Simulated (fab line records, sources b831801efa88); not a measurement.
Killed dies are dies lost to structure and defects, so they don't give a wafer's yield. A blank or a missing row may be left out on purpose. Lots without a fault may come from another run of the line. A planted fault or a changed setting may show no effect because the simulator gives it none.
Chamber matching | flow sky130 | SKY_VIA4_ETCH_12 on rie_diel-04: 4 sister chambers
The step etches SiO2 in C4F8/O2/Ar, stops on TiN, target depth 580 nm. 14 wafers are shown with their chamber, then 7 later ones without.

WAFERS WITH THEIR CHAMBER
wafer  | chamber | oes_product_au (a.u.)
L613.1 | 0       | 0.922
L613.5 | 1       | 0.923
L613.6 | 2       | 0.920
L614.1 | 2       | 0.927
L614.2 | 1       | 0.928
L614.4 | 3       | 0.932
L615.2 | 1       | 0.923
L615.4 | 3       | 0.920
L615.6 | 3       | 0.924
L616.1 | 3       | 0.909
L616.4 | 2       | 0.930
L616.6 | 1       | 0.924
L628.2 | 3       | 0.933
L628.3 | 2       | 0.932

SIGNATURES (means of the wafers above)
reading        | chamber 0 | chamber 1 | chamber 2 | chamber 3 | scatter within a chamber
oes_product_au | 0.92200   | 0.92450   | 0.92725   | 0.92360   | 0.00696
Rule: a wafer's distance from a chamber is the root of the sum, over the readings, of the square of ((its reading less the chamber's mean) divided by the reading's scatter). The wafer belongs to the nearest chamber; if the next one is less than 2 further off, it can't be placed. The scatter: the root of (the sum of the squares of (reading less its chamber's mean) over the shown wafers, divided by (wafers less chambers)).

WAFERS WITHOUT THEIR CHAMBER
wafer  | oes_product_au (a.u.)
L628.5 | 0.926
L633.1 | 0.917
L633.3 | 0.916
L633.6 | 0.927
L636.2 | 0.920
L636.4 | 0.927
L636.6 | 0.929

WHICH CHAMBER EACH WENT THROUGH
wafer  | from the rows above               | in truth
L628.5 | can't be placed: 2 or 1 or 3 or 0 | 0
L633.1 | can't be placed: 0 or 3 or 1 or 2 | 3
L633.3 | can't be placed: 0 or 3 or 1 or 2 | 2
L633.6 | can't be placed: 2 or 1 or 3 or 0 | 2
L636.2 | can't be placed: 0 or 3 or 1 or 2 | 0
L636.4 | can't be placed: 2 or 1 or 3 or 0 | 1
L636.6 | can't be placed: 2 or 1 or 3 or 0 | 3
Placed correctly: 0 of 7. Can't be placed from these rows: 7 (the true chamber is among the candidates in 7). Placed wrongly: 0.
